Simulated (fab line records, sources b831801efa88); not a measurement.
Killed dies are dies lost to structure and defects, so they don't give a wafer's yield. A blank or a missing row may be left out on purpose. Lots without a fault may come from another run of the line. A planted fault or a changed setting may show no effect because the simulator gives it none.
Tool commonality check | flow gf180mcu | 10 lots, 30 wafers sampled

WHY IT WAS OPENED
At GF_V3_RS_MEAS_24 the reading V3_W_RS is flagged on 2 of 10 lots. Wafers without a fault read 0.326 ohm/sq, standard deviation 0.0045.
Rule: a lot is flagged when every wafer of it that has a number lies more than 4 standard deviations from that mean, or none has a number. The other lots count as sound.

lot  | measured     | on            | V3_W_RS (ohm/sq), wafer by wafer | flag
L863 | day 22 13:41 | film_metro-03 | 0.323 0.327 0.320                |
L866 | day 23 13:27 | film_metro-03 | 0.326 0.323 0.328                |
L867 | day 24 02:25 | film_metro-03 | 0.327 0.333 0.333                |
L871 | day 25 08:44 | film_metro-02 | 0.329 0.323 0.332                |
L872 | day 25 20:10 | film_metro-02 | 0.335 0.339 0.328                |
L873 | day 26 01:09 | film_metro-01 | 0.317 0.328 0.321                |
L876 | day 27 00:55 | film_metro-02 | 0.321 0.331 0.332                |
L881 | day 28 16:14 | film_metro-03 | 0.194 0.195 0.194                | FLAGGED
L883 | day 29 00:16 | film_metro-01 | 0.195 0.195 0.195                | FLAGGED
L885 | day 29 10:13 | film_metro-03 | 0.326 0.323 0.324                |
The numbers of the flagged lots are 0.195 ohm/sq on average: -0.131 ohm/sq against the usual, or -29 standard deviations.

WHICH TOOL RAN EACH LOT
The record holds 3 process steps before the reading, out of a route of 602 steps. In each cell: the tool, then ch and the chambers that the sampled wafers went through, then the start.
lot  | flag    | GF_M3_METAL_ETCH_16               | GF_V3_CMP_04                  | GF_V3_CVD_23
L863 |         | rie_metal-02 ch 0, day 21 11:44   | cmp-01 ch 0,1,3, day 21 12:43 | cvd_w-01 ch 0,1, day 22 13:34
L866 |         | rie_metal-01 ch 1, day 22 12:17   | cmp-02 ch 0,3, day 22 13:13   | cvd_w-02 ch 0,1, day 23 13:19
L867 |         | rie_metal-01 ch 0,1, day 23 01:10 | cmp-02 ch 0,2,3, day 23 02:13 | cvd_w-01 ch 0,1, day 24 02:17
L871 |         | rie_metal-02 ch 0,1, day 24 09:14 | cmp-01 ch 0,1,2, day 24 10:08 | cvd_w-01 ch 0,1, day 25 08:37
L872 |         | rie_metal-03 ch 0,1, day 24 19:19 | cmp-02 ch 0,2,3, day 24 21:01 | cvd_w-01 ch 0,1, day 25 20:02
L873 |         | rie_metal-03 ch 1, day 25 02:10   | cmp-01 ch 1,2,3, day 25 03:17 | cvd_w-01 ch 0,1, day 26 01:01
L876 |         | rie_metal-02 ch 1, day 26 01:46   | cmp-02 ch 0,1,3, day 26 02:47 | cvd_w-02 ch 0,1, day 27 00:49
L881 | FLAGGED | rie_metal-01 ch 0,1, day 27 17:52 | cmp-01 ch 1,3, day 27 18:51   | cvd_w-01 ch 1, day 28 16:08
L883 | FLAGGED | rie_metal-03 ch 0,1, day 28 02:02 | cmp-01 ch 2,3, day 28 02:56   | cvd_w-01 ch 0,1, day 29 00:09
L885 |         | rie_metal-02 ch 1, day 28 12:05   | cmp-02 ch 0,1,2, day 28 13:10 | cvd_w-02 ch 1, day 29 10:06
What these steps do:
- GF_M3_METAL_ETCH_16: etches the open film in Cl2/BCl3, stops on SiO2, target depth 627.5 nm, time 104.6 s.
- GF_V3_CMP_04: polishes SiO2.
- GF_V3_CVD_23: deposits W, target thk 350 nm, time 104.9 s.
- GF_V3_RS_MEAS_24: measures by four-point-probe.

FLAGGED OVER TOTAL, TOOL BY TOOL (the gauges that took the reading come last)
step                | tool          | lots run | flagged | share of the flagged lots | sound lots run after its first flagged lot
GF_M3_METAL_ETCH_16 | rie_metal-01  | 3        | 1       | some                      | 0
GF_M3_METAL_ETCH_16 | rie_metal-02  | 4        | 0       | none                      | -
GF_M3_METAL_ETCH_16 | rie_metal-03  | 3        | 1       | some                      | 0
GF_V3_CMP_04        | cmp-01        | 5        | 2       | all                       | 0
GF_V3_CMP_04        | cmp-02        | 5        | 0       | none                      | -
GF_V3_CVD_23        | cvd_w-01      | 7        | 2       | all                       | 0
GF_V3_CVD_23        | cvd_w-02      | 3        | 0       | none                      | -
GF_V3_RS_MEAS_24    | film_metro-01 | 2        | 1       | some                      | 0
GF_V3_RS_MEAS_24    | film_metro-02 | 3        | 0       | none                      | -
GF_V3_RS_MEAS_24    | film_metro-03 | 5        | 1       | some                      | 1 (L885)

WHAT THE TABLE ALLOWS
2 rows of the table ran every flagged lot: cmp-01 at GF_V3_CMP_04, cvd_w-01 at GF_V3_CVD_23.
- cmp-01 at GF_V3_CMP_04: 2 of its 5 lots flagged. Its last sound lot is L873 (day 25 03:17), its first flagged lot L881 (day 27 18:51): a fault that began between those two fits.
- cvd_w-01 at GF_V3_CVD_23: 2 of its 7 lots flagged. Its last sound lot is L873 (day 26 01:01), its first flagged lot L881 (day 28 16:08): a fault that began between those two fits. Its own readings lie more than 4 standard deviations out on every wafer of the flagged lots: susceptor_temp_C.
Counting lots can't tell these 2 tools apart, because each fits a fault that began at some hour. More lots, or a look at what each step does to the wafer, might.

WHAT THE SIMULATOR HAD PUT IN
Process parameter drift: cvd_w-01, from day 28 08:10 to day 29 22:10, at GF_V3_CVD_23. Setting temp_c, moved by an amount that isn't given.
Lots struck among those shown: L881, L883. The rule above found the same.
